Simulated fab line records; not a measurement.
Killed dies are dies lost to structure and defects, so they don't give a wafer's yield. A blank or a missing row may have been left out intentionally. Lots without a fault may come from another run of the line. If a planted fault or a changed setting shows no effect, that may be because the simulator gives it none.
Which tool did it? / flow sfq-line / Sampling: 14 lots, 42 wafers, 3 of 325 route steps

WHAT THE GAUGES SHOWED, per wafer
Not one reading of a measure or inspect step in the record can be checked against a usual standard deviation.

EACH LOT AND THE TOOL THAT RAN IT (in order: tool; ch and the chambers of the sampled wafers; start)
lot=L553; SFQ_TRILAYER_I4_CMP_CMP_100=cmp-02 ch 0,1,2, day 44 04:44; SFQ_TRILAYER_I4_METRO_MEASURE_101=film-metro-03, day 44 06:51; SFQ_TRILAYER_I4_VIA_ETCH_VIA_ETCH_106=rie-diel-04 ch 0,2,3, day 50 08:37
lot=L554; SFQ_TRILAYER_I4_CMP_CMP_100=cmp-01 ch 0,1,2, day 44 09:28; SFQ_TRILAYER_I4_METRO_MEASURE_101=film-metro-01, day 44 12:47; SFQ_TRILAYER_I4_VIA_ETCH_VIA_ETCH_106=rie-diel-02 ch 0,1,2, day 50 13:25
lot=L556; SFQ_TRILAYER_I4_CMP_CMP_100=cmp-01 ch 1,3, day 45 12:32; SFQ_TRILAYER_I4_METRO_MEASURE_101=film-metro-01, day 45 15:51; SFQ_TRILAYER_I4_VIA_ETCH_VIA_ETCH_106=rie-diel-02 ch 0,1,2, day 50 17:53
lot=L558; SFQ_TRILAYER_I4_CMP_CMP_100=cmp-02 ch 0,1,3, day 52 10:04; SFQ_TRILAYER_I4_METRO_MEASURE_101=film-metro-03, day 52 12:17; SFQ_TRILAYER_I4_VIA_ETCH_VIA_ETCH_106=rie-diel-02 ch 0,1,2, day 52 17:55
lot=L559; SFQ_TRILAYER_I4_CMP_CMP_100=cmp-01 ch 0,1, day 52 10:16; SFQ_TRILAYER_I4_METRO_MEASURE_101=film-metro-01, day 52 13:05; SFQ_TRILAYER_I4_VIA_ETCH_VIA_ETCH_106=rie-diel-04 ch 0,1,2, day 52 19:07
lot=L561; SFQ_TRILAYER_I4_CMP_CMP_100=cmp-02 ch 1,2,3, day 52 14:53; SFQ_TRILAYER_I4_METRO_MEASURE_101=film-metro-03, day 52 18:01; SFQ_TRILAYER_I4_VIA_ETCH_VIA_ETCH_106=rie-diel-02 ch 0,2,3, day 52 22:43
lot=L562; SFQ_TRILAYER_I4_CMP_CMP_100=cmp-02 ch 0,1,2, day 52 21:49; SFQ_TRILAYER_I4_METRO_MEASURE_101=film-metro-01, day 53 00:38; SFQ_TRILAYER_I4_VIA_ETCH_VIA_ETCH_106=rie-diel-04 ch 1,2,3, day 53 08:19
lot=L563; SFQ_TRILAYER_I4_CMP_CMP_100=cmp-02 ch 0,1,3, day 53 14:45; SFQ_TRILAYER_I4_METRO_MEASURE_101=film-metro-04, day 53 17:16; SFQ_TRILAYER_I4_VIA_ETCH_VIA_ETCH_106=rie-diel-01 ch 0,2,3, day 53 20:28
lot=L565; SFQ_TRILAYER_I4_CMP_CMP_100=cmp-02 ch 0,1,2, day 53 23:41; SFQ_TRILAYER_I4_METRO_MEASURE_101=film-metro-01, day 54 01:48; SFQ_TRILAYER_I4_VIA_ETCH_VIA_ETCH_106=rie-diel-01 ch 1,2, day 54 05:57
lot=L566; SFQ_TRILAYER_I4_CMP_CMP_100=cmp-01 ch 0,2, day 54 00:22; SFQ_TRILAYER_I4_METRO_MEASURE_101=film-metro-04, day 54 02:59; SFQ_TRILAYER_I4_VIA_ETCH_VIA_ETCH_106=rie-diel-02 ch 1,2, day 54 08:21
lot=L571; SFQ_TRILAYER_I4_CMP_CMP_100=cmp-01 ch 2,3, day 54 23:03; SFQ_TRILAYER_I4_METRO_MEASURE_101=film-metro-04, day 55 02:46; SFQ_TRILAYER_I4_VIA_ETCH_VIA_ETCH_106=rie-diel-02 ch 0,1,2, day 55 06:23
lot=L573; SFQ_TRILAYER_I4_CMP_CMP_100=cmp-01 ch 1,3, day 55 05:35; SFQ_TRILAYER_I4_METRO_MEASURE_101=film-metro-03, day 55 08:54; SFQ_TRILAYER_I4_VIA_ETCH_VIA_ETCH_106=rie-diel-02 ch 0,2, day 55 21:10
lot=L575; SFQ_TRILAYER_I4_CMP_CMP_100=cmp-01 ch 0,2,3, day 55 09:35; SFQ_TRILAYER_I4_METRO_MEASURE_101=film-metro-01, day 55 12:18; SFQ_TRILAYER_I4_VIA_ETCH_VIA_ETCH_106=rie-diel-04 ch 1,2,3, day 56 00:50
lot=L576; SFQ_TRILAYER_I4_CMP_CMP_100=cmp-01 ch 1,2,3, day 55 14:23; SFQ_TRILAYER_I4_METRO_MEASURE_101=film-metro-03, day 55 16:30; SFQ_TRILAYER_I4_VIA_ETCH_VIA_ETCH_106=rie-diel-04 ch 0,1,2, day 56 06:46
- SFQ_TRILAYER_I4_CMP_CMP_100: polishes SiO2.
- SFQ_TRILAYER_I4_METRO_MEASURE_101
- SFQ_TRILAYER_I4_VIA_ETCH_VIA_ETCH_106: etches SiO2 in CHF3, stops on Nb, target depth 260 nm.

AS READ BY THE TOOLS THEMSELVES (means over the sampled wafers that have a number; for cases with no such wafer, the mark the record gives instead)
SFQ_TRILAYER_I4_CMP_CMP_100.
lot=L553; tool=cmp-02; head-pressure-psi (psi)=3.132; motor-current-A (A)=9.9; time-to-endpoint-s (s)=209
lot=L554; tool=cmp-01; head-pressure-psi (psi)=3.130; motor-current-A (A)=10.8; time-to-endpoint-s (s)=203
lot=L556; tool=cmp-01; head-pressure-psi (psi)=3.129; motor-current-A (A)=10.6; time-to-endpoint-s (s)=200
lot=L558; tool=cmp-02; head-pressure-psi (psi)=3.132; motor-current-A (A)=10.3; time-to-endpoint-s (s)=212
lot=L559; tool=cmp-01; head-pressure-psi (psi)=3.124; motor-current-A (A)=11.1; time-to-endpoint-s (s)=200
lot=L561; tool=cmp-02; head-pressure-psi (psi)=3.134; motor-current-A (A)=9.7; time-to-endpoint-s (s)=203
lot=L562; tool=cmp-02; head-pressure-psi (psi)=3.129; motor-current-A (A)=9.7; time-to-endpoint-s (s)=216
lot=L563; tool=cmp-02; head-pressure-psi (psi)=3.126; motor-current-A (A)=10.4; time-to-endpoint-s (s)=210
lot=L565; tool=cmp-02; head-pressure-psi (psi)=3.122; motor-current-A (A)=9.6; time-to-endpoint-s (s)=211
lot=L566; tool=cmp-01; head-pressure-psi (psi)=3.126; motor-current-A (A)=10.8; time-to-endpoint-s (s)=204
lot=L571; tool=cmp-01; head-pressure-psi (psi)=3.128; motor-current-A (A)=10.5; time-to-endpoint-s (s)=193
lot=L573; tool=cmp-01; head-pressure-psi (psi)=3.130; motor-current-A (A)=10.4; time-to-endpoint-s (s)=203
lot=L575; tool=cmp-01; head-pressure-psi (psi)=3.132; motor-current-A (A)=10.6; time-to-endpoint-s (s)=201
lot=L576; tool=cmp-01; head-pressure-psi (psi)=3.132; motor-current-A (A)=10.6; time-to-endpoint-s (s)=198

SFQ_TRILAYER_I4_METRO_MEASURE_101.
lot=L553; tool=film-metro-03; thk-nm (nm)=200.6
lot=L554; tool=film-metro-01; thk-nm (nm)=199.7
lot=L556; tool=film-metro-01; thk-nm (nm)=199.0
lot=L558; tool=film-metro-03; thk-nm (nm)=200.4
lot=L559; tool=film-metro-01; thk-nm (nm)=199.2
lot=L561; tool=film-metro-03; thk-nm (nm)=201.1
lot=L562; tool=film-metro-01; thk-nm (nm)=200.4
lot=L563; tool=film-metro-04; thk-nm (nm)=193.8
lot=L565; tool=film-metro-01; thk-nm (nm)=194.3
lot=L566; tool=film-metro-04; thk-nm (nm)=200.3
lot=L571; tool=film-metro-04; thk-nm (nm)=199.7
lot=L573; tool=film-metro-03; thk-nm (nm)=198.8
lot=L575; tool=film-metro-01; thk-nm (nm)=198.5
lot=L576; tool=film-metro-03; thk-nm (nm)=199.2

SFQ_TRILAYER_I4_VIA_ETCH_VIA_ETCH_106.
lot=L553; tool=rie-diel-04; drypump-motor-current-A (A)=5.8; oes-product-au (a.u.)=0.855
lot=L554; tool=rie-diel-02; drypump-motor-current-A (A)=5.8; oes-product-au (a.u.)=0.855
lot=L556; tool=rie-diel-02; drypump-motor-current-A (A)=5.7; oes-product-au (a.u.)=0.855
lot=L558; tool=rie-diel-02; drypump-motor-current-A (A)=5.8; oes-product-au (a.u.)=0.860
lot=L559; tool=rie-diel-04; drypump-motor-current-A (A)=5.7; oes-product-au (a.u.)=0.855
lot=L561; tool=rie-diel-02; drypump-motor-current-A (A)=5.8; oes-product-au (a.u.)=0.859
lot=L562; tool=rie-diel-04; drypump-motor-current-A (A)=5.8; oes-product-au (a.u.)=0.855
lot=L563; tool=rie-diel-01; drypump-motor-current-A (A)=5.3; oes-product-au (a.u.)=0.837
lot=L565; tool=rie-diel-01; drypump-motor-current-A (A)=5.1; oes-product-au (a.u.)=0.842
lot=L566; tool=rie-diel-02; drypump-motor-current-A (A)=5.7; oes-product-au (a.u.)=0.858
lot=L571; tool=rie-diel-02; drypump-motor-current-A (A)=5.8; oes-product-au (a.u.)=0.854
lot=L573; tool=rie-diel-02; drypump-motor-current-A (A)=5.9; oes-product-au (a.u.)=0.848
lot=L575; tool=rie-diel-04; drypump-motor-current-A (A)=5.8; oes-product-au (a.u.)=0.851
lot=L576; tool=rie-diel-04; drypump-motor-current-A (A)=5.7; oes-product-au (a.u.)=0.852

THE ANSWER, worked out from the rows above alone
Rule: what is usual is taken from the lots themselves. The widest of any qualifying gaps counts: lots, ordered by their means at a reading, are off when they make up no more than a third of the lots, leave a main group of 4 or more, and stand apart from it by 3 or more times the standard deviation of that group's means. If all means in a main group match to the digits the tables above print for the reading, that group is not used. A lot without any number at a reading at which 4 lots or more have one is off too. Any other lot the step has rows for is counted as sound. First the gauges in route order, then the tools' own readings, where a lot's mean is used as printed above. At the first step where some lot is off, the reading lying furthest off is the one used; lots without a number count as furthest.
Off at SFQ_TRILAYER_I4_METRO_MEASURE_101 (thk-nm): L563, L565. Main group: mean 199.7 nm, sd 0.78.
If a tool, at that step or one of the process steps before it, ran each lot that is off and ran no sound lot following the first of them, it fits. One fits: SFQ_TRILAYER_I4_CMP_CMP_100 on cmp-02. Its last sound lot is L562 (day 52 21:49), its first lot that is off L563 (day 53 14:45): a fault that began between those two fits.

WHAT THE SIMULATOR HAD INSERTED
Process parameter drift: cmp-02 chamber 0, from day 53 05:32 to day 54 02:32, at SFQ_TRILAYER_I4_CMP_CMP_100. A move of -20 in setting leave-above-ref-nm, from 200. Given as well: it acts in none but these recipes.
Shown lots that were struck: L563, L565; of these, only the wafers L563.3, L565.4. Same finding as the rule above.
